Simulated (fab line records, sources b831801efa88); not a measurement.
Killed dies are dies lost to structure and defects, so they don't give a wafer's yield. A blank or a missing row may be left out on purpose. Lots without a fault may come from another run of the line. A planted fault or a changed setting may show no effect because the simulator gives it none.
fab line records | flow sky130
record lots=7 wafers=21 last_day=50
route steps=708 shown PWDE@54 NWELL@56 PAD_OPEN@708
lots that met no fault: from a run of the same line without faults
start_h: hours from the record's first day to the start of the lot's first wafer shown | wait_h: hours since the lot's step before | " the same as in the row above | L1.1+2: a row that stands for several wafers | - no value, or no start given | * or withheld: withheld | < > ~ a bound
route shown NAME@n: a module of which the file shows steps, and the number in the route of the first | usual: mean/standard deviation of fault-free wafers | same: alike in all rows | chamber/n: place in a boat | sites: the reading at each site | _std_site: their standard deviation | _edge_site: outer sites' mean less inner sites' | radius_mm: how far each site lies from the wafer's centre | mask NAME#n: copy n | behind: the tool/chamber that last shaped the wafer | hold: why the lot was held/for how many hours/how that ended | device: the transistor (n, p or np) that didn't switch | end of line: the same wafers' tests at the end of the route | a step without rows: its recipe alone | killed: dies lost to structure and defects at the first sort, not the wafer's yield | map: a wafer's dies, x killed, . not, _ none there
set.NAME: the setting as run; set.NAME@STEP: as run at that earlier step | model.NAME: the simulator's own value behind a step, which no gauge read
lots at some steps of the route; a table a step, a row a wafer
services: from which hour (start_h, from the record's first day; less than 0 if before it) a tool's chamber was out of use, for how many hours, and why
## steps
# step SKY_PWDE_STRIP_09
# recipe chemistry=O2/N2 power_w=1400 pressure_mtorr=1500 platen_temp_c=withheld o2_flow_sccm=3000 n2_flow_sccm=300 overash_fraction=0.5
# usual drypump_motor_current_A=5.9/0.46 oes_product_au=0.723/0.0048 strip_time_to_endpoint_s=36.90/0.094
# columns lot.wafer tool chamber start_h wait_h drypump_motor_current_A oes_product_au rf_hours_counter_h strip_time_to_endpoint_s
L317.2 plasma_asher-01 0 68.17 0.1 5.1 0.730 38 36.94
L317.5 " 1 " " 6.1 0.727 - 36.97
L317.6 " 0 " " 5.1 0.713 - 37.06
L318.3 plasma_asher-01 1 76.10 0.1 6.1 0.725 - 36.84
L318.4 " 0 " " 5.1 0.724 - 36.83
L318.6 " 0 " " 5.1 0.720 - 36.91
L331.3 plasma_asher-03 1 145.17 0.1 6.1 0.726 - 36.78
L331.4 " 0 " " 6.5 0.723 - 36.84
L331.6 " 1 " " 6.1 0.728 - 36.70
L336.1 plasma_asher-01 1 176.97 0.1 6.0 0.722 48 36.88
L336.3 " 1 " " 6.1 0.721 - 36.76
L336.6 " 0 " " 5.2 0.729 - 36.86
L337.1 plasma_asher-01 0 181.19 0.1 5.1 0.716 49 36.94
L337.2 " 1 " " 6.1 0.721 49 36.98
L337.3 " 0 " " 5.1 0.715 - 36.94
L338.2 plasma_asher-01 1 187.77 0.1 6.1 0.728 50 36.94
L338.3 " 1 " " 6.1 0.729 - 37.00
L338.4 " 0 " " 5.1 0.721 - 37.05
L340.1 plasma_asher-03 0 201.04 0.1 6.4 0.720 36 36.99
L340.2 " 1 " " 6.1 0.726 36 36.89
L340.6 " 1 " " 6.1 0.725 - 36.88
# step SKY_PWDE_TW_MEAS_10
# usual PWDE_TW=373.0/2.5
# columns lot.wafer tool chamber start_h wait_h PWDE_TW
L317.2 film_metro-02 - 68.28 0.1 374.3
L317.5 " - " " 375.2
L317.6 " - " " 374.6
L318.3 film_metro-02 - 76.19 0.1 374.3
L318.4 " - " " 372.9
L318.6 " - " " 372.8
L331.3 film_metro-04 - 145.26 0.1 376.1
L331.4 " - " " 376.4
L331.6 " - " " 375.0
L336.1 film_metro-02 - 177.07 0.1 372.4
L336.3 " - " " 373.3
L336.6 " - " " 370.7
L337.1 film_metro-02 - 181.29 0.1 372.2
L337.2 " - " " 372.1
L337.3 " - " " 371.5
L338.2 film_metro-02 - 187.88 0.1 372.3
L338.3 " - " " 372.0
L338.4 " - " " 370.7
L340.1 film_metro-01 - 201.14 0.1 372.1
L340.2 " - " " 369.8
L340.6 " - " " 371.7
# step SKY_NWELL_DEHYDRATE_03
# recipe temp_c=200 time_s=60
# step SKY_NWELL_HMDS_04
# recipe prime_time_s=60 prime_temp_c=120
# step SKY_NWELL_COAT_05
# recipe spin_rpm=2000 resist_thk_nm=3000
# step SKY_NWELL_SOFTBAKE_06
# recipe temp_c=110 time_s=withheld
# step SKY_NWELL_EXPOSE_07
# recipe mask_id=NWM na=0.6 source_shape=conventional sigma_outer=0.6 polarization=unpolarized target_cd_nm=840 dose_mj=255
# step SKY_NWELL_PEB_08
# recipe temp_c=115 time_s=withheld
# step SKY_NWELL_DEVELOP_09
# recipe wall_angle_deg=90 developer=TMAH develop_time_s=60 dev_temp_c=23
# step SKY_NWELL_OVL_MEAS_10
# usual NWELL_00_OVL=0.6/1.3
# columns lot.wafer tool chamber start_h wait_h NWELL_00_OVL[nm]
L317.2 overlay-02 - 84.79 - 1.7
L317.5 " - " " 1.6
L317.6 " - " " 0.7
L318.3 overlay-02 - 92.44 - 2.8
L318.4 " - " " 2.1
L318.6 " - " " 2.0
L331.3 overlay-01 - 164.68 - 1.0
L331.4 " - " " 1.2
L331.6 " - " " 2.8
L336.1 overlay-01 - 198.20 - -1.0
L336.3 " - " " 0.7
L336.6 " - " " -0.3
L337.1 overlay-01 - 202.33 - 0.9
L337.2 " - " " 1.6
L337.3 " - " " 1.2
L338.2 overlay-02 - 208.99 - 3.4
L338.3 " - " " 2.5
L338.4 " - " " 2.7
L340.1 overlay-02 - 222.75 - 1.5
L340.2 " - " " 0.6
L340.6 " - " " 1.3
# step SKY_NWELL_IMPLANT_11
# recipe species=P energy_kev=400 dose_cm2=1.9e+13 tilt_deg=withheld
# step SKY_NWELL_IMPLANT_12
# recipe species=P energy_kev=120 dose_cm2=1.3e+12 tilt_deg=withheld
# step SKY_NWELL_IMPLANT_13
# recipe species=P energy_kev=50 dose_cm2=7e+11 tilt_deg=withheld
# usual dose_ions_cm2=7e+11/7.4e+08 end_station_pressure_torr=4.99e-06/2.9e-07 faraday_current_uA=3.94/0.08
# columns lot.wafer tool chamber start_h wait_h dose_ions_cm2 end_station_pressure_torr faraday_current_uA
L317.2 implanter-01 0 85.14 0.1 7.001e+11 4.72e-06 3.96
L317.5 " 0 " " 6.999e+11 5.17e-06 3.74
L317.6 " 0 " " 7.014e+11 4.39e-06 3.83
L318.3 implanter-01 0 92.81 0.1 7.011e+11 5.58e-06 3.94
L318.4 " 0 " " 7.005e+11 5.26e-06 3.96
L318.6 " 0 " " 7.003e+11 4.72e-06 3.80
L331.3 implanter-04 0 165.06 0.1 6.988e+11 5.04e-06 3.85
L331.4 " 0 " " 6.999e+11 4.94e-06 4.07
L331.6 " 0 " " 6.997e+11 4.86e-06 4.04
L336.1 implanter-04 0 198.53 0.1 2.214e+11 4.59e-06 1.27
L336.3 " 0 " " 2.205e+11 4.54e-06 1.26
L336.6 " 0 " " 2.206e+11 5.07e-06 1.25
L337.1 implanter-04 0 202.69 0.1 2.209e+11 4.89e-06 1.25
L337.2 " 0 " " 2.211e+11 5.11e-06 1.21
L337.3 " 0 " " 2.196e+11 4.79e-06 1.27
L338.2 implanter-04 0 209.45 0.1 2.22e+11 4.98e-06 1.27
L338.3 " 0 " " 2.211e+11 4.98e-06 1.28
L338.4 " 0 " " 2.206e+11 5.25e-06 1.24
L340.1 implanter-01 0 223.08 0.1 6.999e+11 4.7e-06 4.05
L340.2 " 0 " " 7.008e+11 4.87e-06 4.05
L340.6 " 0 " " 6.995e+11 5.28e-06 3.90
# step SKY_NWELL_STRIP_14
# recipe chemistry=O2/N2 power_w=1400 pressure_mtorr=1500 platen_temp_c=withheld o2_flow_sccm=3000 n2_flow_sccm=300 overash_fraction=0.5
# usual drypump_motor_current_A=5.9/0.42 oes_product_au=0.723/0.0043 strip_time_to_endpoint_s=36.93/0.11
# columns lot.wafer tool chamber start_h wait_h drypump_motor_current_A oes_product_au rf_hours_counter_h strip_time_to_endpoint_s
L317.2 plasma_asher-03 0 85.27 0.1 6.5 0.728 25 37.07
L317.5 " 1 " " 6.1 0.723 - 37.04
L317.6 " 0 " " 6.5 0.717 - 37.04
L318.3 plasma_asher-01 1 92.94 0.1 6.0 0.725 - 36.79
L318.4 " 0 " " 5.2 0.725 - 36.78
L318.6 " 1 " " 6.0 0.724 - 36.85
L331.3 plasma_asher-02 0 165.19 0.1 6.0 0.717 - 36.83
L331.4 " 1 " " 6.2 0.725 - 36.80
L331.6 " 0 " " 6.0 0.729 - 36.90
L336.1 plasma_asher-01 0 198.68 0.1 5.1 0.729 51 36.92
L336.3 " 1 " " 6.0 0.719 - 36.92
L336.6 " 1 " " 6.0 0.730 - 36.92
L337.1 plasma_asher-03 0 202.84 0.1 6.5 0.731 36 37.12
L337.2 " 1 " " 6.1 0.723 36 37.15
L337.3 " 0 " " 6.5 0.725 - 37.17
L338.2 plasma_asher-02 1 209.57 0.1 6.2 0.728 9 36.89
L338.3 " 0 " " 6.0 0.727 - 37.01
L338.4 " 1 " " 6.2 0.723 - 36.95
L340.1 plasma_asher-02 0 223.23 0.1 6.0 0.724 10 36.90
L340.2 " 1 " " 6.2 0.728 10 36.95
L340.6 " 1 " " 6.1 0.734 - 37.00
# step SKY_NWELL_TW_MEAS_15
# usual NWELL_TW=1817/14
# columns lot.wafer tool chamber start_h wait_h NWELL_TW
L317.2 film_metro-02 - 85.38 0.1 1807
L317.5 " - " " 1814
L317.6 " - " " 1812
L318.3 film_metro-04 - 93.03 0.1 1846
L318.4 " - " " 1847
L318.6 " - " " 1829
L331.3 film_metro-01 - 165.28 0.1 1804
L331.4 " - " " 1802
L331.6 " - " " 1798
L336.1 film_metro-02 - 198.78 0.1 1814
L336.3 " - " " 1808
L336.6 " - " " 1809
L337.1 film_metro-02 - 202.94 0.1 1819
L337.2 " - " " 1814
L337.3 " - " " 1809
L338.2 film_metro-02 - 209.68 0.1 1814
L338.3 " - " " 1817
L338.4 " - " " 1809
L340.1 film_metro-04 - 223.33 0.1 1829
L340.2 " - " " 1838
L340.6 " - " " 1837
# step SKY_NWELL_DEHYDRATE_16
# recipe temp_c=200 time_s=60
# step SKY_NWELL_HMDS_17
# recipe prime_time_s=60 prime_temp_c=120
# step SKY_NWELL_COAT_18
# recipe spin_rpm=2000 resist_thk_nm=3000
# step SKY_NWELL_SOFTBAKE_19
# recipe temp_c=110 time_s=withheld
# step SKY_NWELL_EXPOSE_20
# recipe mask_id=NWM_COMPLEMENT na=0.6 source_shape=conventional sigma_outer=0.6 polarization=unpolarized target_cd_nm=840 dose_mj=260
# step SKY_NWELL_PEB_21
# recipe temp_c=115 time_s=withheld
# step SKY_NWELL_DEVELOP_22
# recipe wall_angle_deg=90 developer=TMAH develop_time_s=60 dev_temp_c=23
# step SKY_NWELL_OVL_MEAS_23
# usual NWELL_01_OVL=0.0/1.4
# columns lot.wafer tool chamber start_h wait_h NWELL_01_OVL[nm]
L317.2 overlay-02 - 102.10 - -0.4
L317.5 " - " " -0.8
L317.6 " - " " -1.0
L318.3 overlay-02 - 110.99 - 0.2
L318.4 " - " " -0.5
L318.6 " - " " -1.6
L331.3 overlay-01 - 185.84 - -0.2
L331.4 " - " " -1.3
L331.6 " - " " -0.5
L336.1 overlay-02 - 219.58 - 1.3
L336.3 " - " " -0.4
L336.6 " - " " -0.8
L337.1 overlay-01 - 224.75 - 0.7
L337.2 " - " " 1.0
L337.3 " - " " -0.9
L338.2 overlay-01 - 232.53 - 1.6
L338.3 " - " " 0.9
L338.4 " - " " 0.9
L340.1 overlay-01 - 245.20 - 0.8
L340.2 " - " " 2.3
L340.6 " - " " 0.9
# step SKY_NWELL_IMPLANT_24
# recipe species=B energy_kev=140 dose_cm2=9.2e+12 tilt_deg=withheld
# step SKY_NWELL_STRIP_25
# recipe chemistry=O2/N2 power_w=1400 pressure_mtorr=1500 platen_temp_c=withheld o2_flow_sccm=3000 n2_flow_sccm=300 overash_fraction=0.5
# usual drypump_motor_current_A=6.0/0.41 oes_product_au=0.722/0.0048 strip_time_to_endpoint_s=36.85/0.11
# columns lot.wafer tool chamber start_h wait_h drypump_motor_current_A oes_product_au rf_hours_counter_h strip_time_to_endpoint_s
L317.2 plasma_asher-03 1 102.28 0.1 6.1 0.718 26 36.84
L317.5 " 1 " " 6.1 0.729 - 36.91
L317.6 " 0 " " 6.5 0.717 - 36.79
L318.3 plasma_asher-03 0 111.20 0.1 6.5 0.719 - 36.92
L318.4 " 1 " " 6.1 0.724 - 36.92
L318.6 " 1 " " 6.1 0.724 - 36.93
L331.3 plasma_asher-01 0 186.05 0.1 5.1 0.720 - 36.78
L331.4 " 1 " " 6.1 0.717 - 36.85
L331.6 " 1 " " 6.1 0.726 - 36.92
L336.1 plasma_asher-02 0 219.77 0.1 5.9 0.722 10 36.73
L336.3 " 0 " " 6.0 0.722 - 36.79
L336.6 " 1 " " 6.1 0.720 - 36.75
L337.1 plasma_asher-03 0 224.93 0.1 6.4 0.732 38 36.69
L337.2 " 1 " " 6.1 0.720 38 36.61
L337.3 " 1 " " 6.1 0.721 - 36.70
L338.2 plasma_asher-02 1 232.71 0.1 6.1 0.722 11 36.89
L338.3 " 1 " " 6.1 0.721 - 36.79
L338.4 " 0 " " 6.0 0.718 - 36.90
L340.1 plasma_asher-02 1 245.38 0.1 6.2 0.724 12 36.90
L340.2 " 0 " " 6.0 0.722 12 36.85
L340.6 " 0 " " 6.0 0.723 - 36.88
# step SKY_NWELL_TW_MEAS_26
# usual NWELL_2_TW=495/4.3
# columns lot.wafer tool chamber start_h wait_h NWELL_2_TW
L317.2 film_metro-02 - 102.39 0.1 495
L317.5 " - " " 495
L317.6 " - " " 496
L318.3 film_metro-02 - 111.29 0.1 494
L318.4 " - " " 494
L318.6 " - " " 494
L331.3 film_metro-01 - 186.14 0.1 492
L331.4 " - " " 491
L331.6 " - " " 490
L336.1 film_metro-02 - 219.87 0.1 497
L336.3 " - " " 495
L336.6 " - " " 499
L337.1 film_metro-04 - 225.03 0.1 501
L337.2 " - " " 499
L337.3 " - " " 499
L338.2 film_metro-04 - 232.82 0.1 500
L338.3 " - " " 501
L338.4 " - " " 499
L340.1 film_metro-02 - 245.48 0.1 496
L340.2 " - " " 497
L340.6 " - " " 499
# step SKY_NWELL_CLEAN_27
# recipe chemistry=SC1/SC2 mix=1:4:20 temp_c=70 time_s=150 dry=n2_spin
# step SKY_NWELL_RTA_28
# recipe temp_c=1050 time_s=30 idle_temp_c=650 ramp_up_c_per_s=150 ramp_down_c_per_s=90 ambient=N2
# usual lamp_power_pct=25.31/0.049 wafer_temp_C_max=1054.8/0.9
# same time_s=30
# columns lot.wafer tool chamber start_h wait_h lamp_power_pct wafer_temp_C_max
L317.2 rtp_anneal-02 0 102.51 0.0 25.45 1054.9
L317.5 " 0 " " 25.30 1054.5
L317.6 " 0 " " 25.30 1055.0
L318.3 rtp_anneal-02 0 111.41 0.0 25.26 1054.6
L318.4 " 0 " " 25.37 1055.9
L318.6 " 0 " " 25.31 1055.4
L331.3 rtp_anneal-01 0 186.26 0.0 25.32 1054.1
L331.4 " 0 " " 25.32 1054.4
L331.6 " 0 " " 25.39 1054.8
L336.1 rtp_anneal-02 0 219.98 0.0 25.28 1054.0
L336.3 " 0 " " 25.20 1055.0
L336.6 " 0 " " 25.32 1053.7
L337.1 rtp_anneal-02 0 225.15 0.0 25.38 1055.7
L337.2 " 0 " " 25.32 1055.2
L337.3 " 0 " " 25.27 1054.6
L338.2 rtp_anneal-02 0 232.94 0.0 25.37 1054.0
L338.3 " 0 " " 25.27 1054.8
L338.4 " 0 " " 25.36 1053.9
L340.1 rtp_anneal-01 0 245.60 0.0 25.35 1054.0
L340.2 " 0 " " 25.34 1055.6
L340.6 " 0 " " 25.21 1054.0
# step SKY_NWELL_RS_MEAS_29
# recipe thk_meas_gauge=four-point-probe
# usual NWELL_RS=624.9/1.5
# columns lot.wafer tool chamber start_h wait_h hold NWELL_RS[ohm/sq]
L317.2 film_metro-04 - 102.61 0.1 - 626.0
L317.5 " - " " - 626.3
L317.6 " - " " - 626.9
L318.3 film_metro-04 - 111.52 0.1 - 626.4
L318.4 " - " " - 627.6
L318.6 " - " " - 625.2
L331.3 film_metro-04 - 186.37 0.1 - 624.9
L331.4 " - " " - 625.5
L331.6 " - " " - 626.0
L336.1 film_metro-02 - 220.08 0.1 await_dispo/0.2h/release 643.2
L336.3 " - " " await_dispo/0.2h/release 641.2
L336.6 " - " " await_dispo/0.2h/release 642.3
L336.1 film_metro-02 - 220.44 0.3 - 643.3
L336.3 " - " " - 640.0
L336.6 " - " " - 643.3
L337.1 film_metro-02 - 225.25 0.1 await_dispo/0.2h/release 638.9
L337.2 " - " " await_dispo/0.2h/release 640.3
L337.3 " - " " await_dispo/0.2h/release 639.4
L337.1 film_metro-02 - 225.61 0.3 - 641.0
L337.2 " - " " - 639.3
L337.3 " - " " - 639.4
L338.2 film_metro-01 - 233.04 0.1 await_dispo/0.2h/release 643.3
L338.3 " - " " await_dispo/0.2h/release 643.2
L338.4 " - " " await_dispo/0.2h/release 644.0
L338.2 film_metro-01 - 233.40 0.3 - 642.8
L338.3 " - " " - 642.4
L338.4 " - " " - 644.4
L340.1 film_metro-04 - 245.80 0.2 - 625.9
L340.2 " - " " - 625.8
L340.6 " - " " - 625.5
# step SKY_PAD_OPEN_PROBE_99
# usual killed_at_M0_to_M3=45/7 killed_at_M4_up=3.4/1.8 killed_at_contacts=24/5.4 killed_at_front_end=16/4.8 killed_at_other=0.4/0.62 killed_dies=89/10 killed_open=48/7.2 killed_short=40/6.3
# same gross_dies=492 killed_at_back_side=0
# columns lot.wafer tool chamber start_h wait_h killed_at_M0_to_M3 killed_at_M4_up killed_at_contacts killed_at_front_end killed_at_other killed_dies killed_open killed_short model.etest.nfet_16v.r_on_ohm_um model.etest.pfet_16v.r_on_ohm_um model.etest.pfet_g5v0d10v5.r_on_ohm_um model.etest.tip_p.rs_ohm_sq model.etest.tip_p_5v.rs_ohm_sq model.etest.pfet_g5v0d10v5.drive_ua_um model.etest.pfet_01v8_lvt.drive_ua_um model.etest.pfet_16v.drive_ua_um
L317.2 prober-02 - 1079.51 0.1 41 1 23 15 1 81 45 36 1.4e+04 1.515e+04 4758 6881 2878 342.3 176.5 244.6
L317.5 prober-02 - 1079.66 0.2 44 3 30 10 0 87 53 34 1.409e+04 1.513e+04 4760 6875 2850 338.5 172.7 244.7
L317.6 prober-02 - 1079.71 0.2 46 2 21 14 0 83 49 34 1.408e+04 1.518e+04 4715 6919 2864 344.6 175.7 247.4
L318.3 prober-01 - 1081.52 0.2 50 3 26 18 0 97 56 41 1.421e+04 1.502e+04 4758 6854 2839 340.4 170.3 242.2
L318.4 prober-01 - 1081.57 0.2 39 5 21 12 1 78 41 37 1.425e+04 1.497e+04 4768 6883 2842 336.9 168.5 243.3
L318.6 prober-01 - 1081.67 0.2 43 3 24 23 1 94 46 48 1.425e+04 1.515e+04 4791 6820 2867 340.9 170.7 241.6
L331.3 prober-02 - 1150.07 0.2 42 4 21 10 2 79 36 42 1.371e+04 1.519e+04 4778 6831 2884 339.2 171.9 240.7
L331.4 prober-02 - 1150.12 0.2 35 2 35 16 0 88 43 44 1.38e+04 1.522e+04 4796 6861 2905 335.6 173 235.7
L331.6 prober-02 - 1150.22 0.2 54 2 33 9 0 98 56 42 1.376e+04 1.526e+04 4767 6828 2892 334.9 175 237.6
L336.1 prober-02 - 1177.96 0.1 47 1 23 14 0 85 43 42 1.481e+04 1.517e+04 4456 6789 2734 364.4 194.6 254.1
L336.3 prober-02 - 1178.06 0.2 60 2 25 18 0 105 55 50 1.475e+04 1.479e+04 4480 6757 2760 361.8 192.7 259
L336.6 prober-02 - 1178.21 0.2 52 2 21 22 0 97 54 43 1.475e+04 1.494e+04 4444 6799 2750 367.2 195.3 256
L337.1 prober-02 - 1180.74 0.1 48 7 18 17 0 90 52 38 1.471e+04 1.468e+04 4500 6836 2787 366.9 190.2 257.9
L337.2 prober-02 - 1180.79 0.1 44 4 28 17 0 93 60 33 1.476e+04 1.49e+04 4519 6839 2782 363 189.7 255.7
L337.3 prober-02 - 1180.84 0.2 53 4 32 18 0 107 59 48 1.48e+04 1.479e+04 4454 6785 2796 368.7 190.4 258.3
L338.2 prober-01 - 1188.14 0.1 45 2 31 20 0 98 53 45 1.436e+04 1.466e+04 4409 6706 2784 365.4 195 254
L338.3 prober-01 - 1188.19 0.2 44 1 22 26 0 93 53 40 1.456e+04 1.488e+04 4434 6734 2766 369.7 194.3 253.9
L338.4 prober-01 - 1188.24 0.2 33 2 18 35 0 88 47 41 1.454e+04 1.458e+04 4464 6706 2775 365.1 191.3 256.4
L340.1 prober-01 - 1196.17 0.1 35 1 30 12 0 78 41 37 1.402e+04 1.514e+04 4717 6865 2879 348 175.3 250.4
L340.2 prober-01 - 1196.22 0.1 41 3 27 14 0 85 48 37 1.407e+04 1.538e+04 4707 6996 2892 345.3 173.1 248.9
L340.6 prober-01 - 1196.42 0.2 45 7 29 20 0 101 55 46 1.395e+04 1.517e+04 4694 6849 2892 346.2 177.7 249.1
# killed by level:class
L317.2 VIA1:geometric_particle:open=16 LOCAL_INTERCONNECT:geometric_particle:short=7 LI_CONTACT:geometric_particle:open=6 CONTACT:geometric_particle:open=6 METAL1:geometric_particle:short=4 POLY_GATE:geometric_particle:open=4 VIA1:geometric_particle:short=4 METAL2:geometric_particle:short=4
L317.5 VIA1:geometric_particle:open=13 CONTACT:geometric_particle:open=11 VIA2:geometric_particle:open=10 LI_CONTACT:geometric_particle:open=8 CONTACT:geometric_particle:short=6 VIA1:geometric_particle:short=4 VIA3:geometric_particle:open=4 LI_CONTACT:geometric_particle:short=3
L317.6 VIA1:geometric_particle:open=11 VIA2:geometric_particle:open=10 CONTACT:geometric_particle:open=9 LI_CONTACT:geometric_particle:open=6 METAL2:geometric_particle:short=5 METAL1:geometric_particle:short=5 VIA1:geometric_particle:short=5 FIELD_ISO:geometric_particle:open=4
L318.3 LI_CONTACT:geometric_particle:open=12 VIA1:geometric_particle:open=9 POLY_GATE:geometric_particle:short=7 CONTACT:geometric_particle:open=7 VIA2:geometric_particle:open=7 VIA3:geometric_particle:open=7 LOCAL_INTERCONNECT:geometric_particle:short=5 VIA1:geometric_particle:short=5
L318.4 CONTACT:geometric_particle:open=8 VIA2:geometric_particle:open=8 VIA1:geometric_particle:open=7 CONTACT:geometric_particle:short=6 LI_CONTACT:geometric_particle:open=5 VIA3:geometric_particle:open=5 POLY_GATE:geometric_particle:short=4 METAL2:geometric_particle:short=4
L318.6 VIA1:geometric_particle:open=12 POLY_GATE:geometric_particle:short=9 CONTACT:geometric_particle:open=7 POLY_GATE:geometric_particle:open=5 LI_CONTACT:geometric_particle:short=5 LI_CONTACT:geometric_particle:open=5 METAL1:geometric_particle:short=5 METAL2:geometric_particle:short=5
L331.3 METAL1:geometric_particle:short=12 VIA3:geometric_particle:open=6 LI_CONTACT:geometric_particle:open=5 CONTACT:geometric_particle:open=5 VIA2:geometric_particle:open=5 METAL2:geometric_particle:short=5 FIELD_ISO:geometric_particle:open=4 LOCAL_INTERCONNECT:geometric_particle:short=4
L331.4 CONTACT:geometric_particle:open=16 METAL2:geometric_particle:short=9 VIA1:geometric_particle:open=9 LOCAL_INTERCONNECT:geometric_particle:short=8 POLY_GATE:geometric_particle:short=5 FIELD_ISO:geometric_particle:open=4 LI_CONTACT:geometric_particle:short=4 VIA3:geometric_particle:open=4
L331.6 CONTACT:geometric_particle:open=13 VIA1:geometric_particle:open=11 LI_CONTACT:geometric_particle:open=10 VIA1:geometric_particle:short=8 VIA2:geometric_particle:open=8 METAL1:geometric_particle:short=6 VIA3:geometric_particle:open=6 VIA3:geometric_particle:short=5
L336.1 CONTACT:geometric_particle:open=12 VIA1:geometric_particle:open=10 METAL1:geometric_particle:short=9 METAL2:geometric_particle:short=6 FIELD_ISO:geometric_particle:short=5 VIA2:geometric_particle:short=5 POLY_GATE:geometric_particle:open=4 LI_CONTACT:geometric_particle:open=4
L336.3 VIA1:geometric_particle:open=18 METAL2:geometric_particle:short=14 CONTACT:geometric_particle:open=9 LI_CONTACT:geometric_particle:open=7 POLY_GATE:geometric_particle:short=6 VIA3:geometric_particle:open=5 METAL3:geometric_particle:short=5 FIELD_ISO:geometric_particle:short=4
L336.6 VIA1:geometric_particle:open=11 VIA2:geometric_particle:open=11 CONTACT:geometric_particle:short=8 CONTACT:geometric_particle:open=8 VIA3:geometric_particle:open=7 METAL2:geometric_particle:short=7 METAL1:geometric_particle:short=5 POLY_GATE:geometric_particle:open=5
L337.1 VIA1:geometric_particle:open=9 VIA3:geometric_particle:open=8 LI_CONTACT:geometric_particle:open=6 FIELD_ISO:geometric_particle:open=5 CONTACT:geometric_particle:short=5 VIA1:geometric_particle:short=5 METAL2:geometric_particle:short=5 METAL2:geometric_particle:open=5
L337.2 VIA3:geometric_particle:open=11 CONTACT:geometric_particle:open=11 LI_CONTACT:geometric_particle:open=8 VIA1:geometric_particle:open=7 FIELD_ISO:geometric_particle:open=5 METAL1:geometric_particle:short=5 VIA2:geometric_particle:open=5 POLY_GATE:geometric_particle:open=4
L337.3 CONTACT:geometric_particle:open=12 VIA2:geometric_particle:open=11 LI_CONTACT:geometric_particle:open=9 VIA1:geometric_particle:open=9 FIELD_ISO:geometric_particle:short=6 METAL2:geometric_particle:short=6 METAL3:geometric_particle:short=6 LOCAL_INTERCONNECT:geometric_particle:short=5
L338.2 CONTACT:geometric_particle:open=12 VIA1:geometric_particle:open=11 VIA1:geometric_particle:short=8 CONTACT:geometric_particle:short=7 VIA2:geometric_particle:open=7 FIELD_ISO:geometric_particle:short=5 FIELD_ISO:geometric_particle:open=5 LI_CONTACT:geometric_particle:open=5
L338.3 CONTACT:geometric_particle:open=14 VIA2:geometric_particle:open=10 VIA1:geometric_particle:open=9 FIELD_ISO:geometric_particle:short=8 FIELD_ISO:geometric_particle:open=7 POLY_GATE:geometric_particle:short=6 METAL1:geometric_particle:short=6 METAL2:geometric_particle:short=5
L338.4 FIELD_ISO:geometric_particle:short=12 VIA1:geometric_particle:open=12 CONTACT:geometric_particle:open=9 METAL1:geometric_particle:short=7 POLY_GATE:geometric_particle:short=6 LI_CONTACT:geometric_particle:open=6 FIELD_ISO:geometric_particle:open=5 POLY_GATE:geometric_particle:open=3
L340.1 CONTACT:geometric_particle:open=9 VIA1:geometric_particle:open=7 CONTACT:geometric_particle:short=6 LI_CONTACT:geometric_particle:open=6 LOCAL_INTERCONNECT:geometric_particle:short=6 METAL1:geometric_particle:short=5 VIA1:geometric_particle:short=5 VIA2:geometric_particle:open=5
L340.2 VIA1:geometric_particle:open=12 VIA2:geometric_particle:open=9 CONTACT:geometric_particle:short=8 CONTACT:geometric_particle:open=8 POLY_GATE:geometric_particle:short=6 VIA3:geometric_particle:open=6 LI_CONTACT:geometric_particle:open=5 LOCAL_INTERCONNECT:geometric_particle:short=3
L340.6 VIA1:geometric_particle:open=15 LI_CONTACT:geometric_particle:open=10 LOCAL_INTERCONNECT:geometric_particle:short=8 VIA1:geometric_particle:short=7 VIA3:geometric_particle:open=6 VIA2:geometric_particle:open=6 FIELD_ISO:geometric_particle:open=5 CONTACT:geometric_particle:open=5
## services
# columns tool chamber start_h hours kind
rtp_anneal-02 - 65.45 3.8 pm
implanter-01 - 98.79 1.8 repair
plasma_asher-01 - 103.98 0.7 repair
plasma_asher-02 - 108.75 9.0 pm
plasma_asher-02 0 108.75 9.0 vent_cycle
plasma_asher-02 1 108.75 9.0 vent_cycle
implanter-01 - 112.23 2.4 repair
plasma_asher-02 0 117.75 - clean
plasma_asher-02 1 117.75 - clean
plasma_asher-01 - 126.29 1.1 repair
plasma_asher-02 - 149.69 2.3 repair
implanter-01 - 185.80 21.1 pm
implanter-01 - 208.38 3.6 pm
plasma_asher-03 - 226.11 2.4 repair
implanter-01 - 238.14 1.4 repair
## key
first_sign step=SKY_NWELL_IMPLANT_13 reading=dose_ions_cm2 direction=down sigmas=99+ usual=* struck=*
effect step=SKY_NWELL_IMPLANT_13 reading=faraday_current_uA direction=down sigmas=34 usual=3.94 struck=1.26
effect step=SKY_NWELL_RS_MEAS_29 reading=visit direction=added
effect step=SKY_NWELL_RS_MEAS_29 reading=NWELL_RS direction=up sigmas=11 usual=624.9 struck=641.8
model_effect step=SKY_PAD_OPEN_PROBE_99 value=etest.nfet_16v.r_on_ohm_um without=1.407e+04 struck=1.467e+04
met_at SKY_NWELL_IMPLANT_13
struck_wafers L336.1,L336.3,L336.6,L337.1,L337.2,L337.3,L338.2,L338.3,L338.4
tester_left_out L336,L337,L338
onset_between 165.06 198.53
fault kind=process_parameter_drift tool=implanter-04 chamber=- onset_h=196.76 steps=SKY_NWELL_IMPLANT_13 channel=dose_cm2 offset=* shape=step end_h=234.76 acts_in=* stated=*
# tester_left_out: of these lots the tester's yield and bins aren't shown, on N5 and GAA mostly nor the transistor test; their killed dies are dies lost to structure and defects alone, not to doping, threshold or leakage, so they don't give the yield
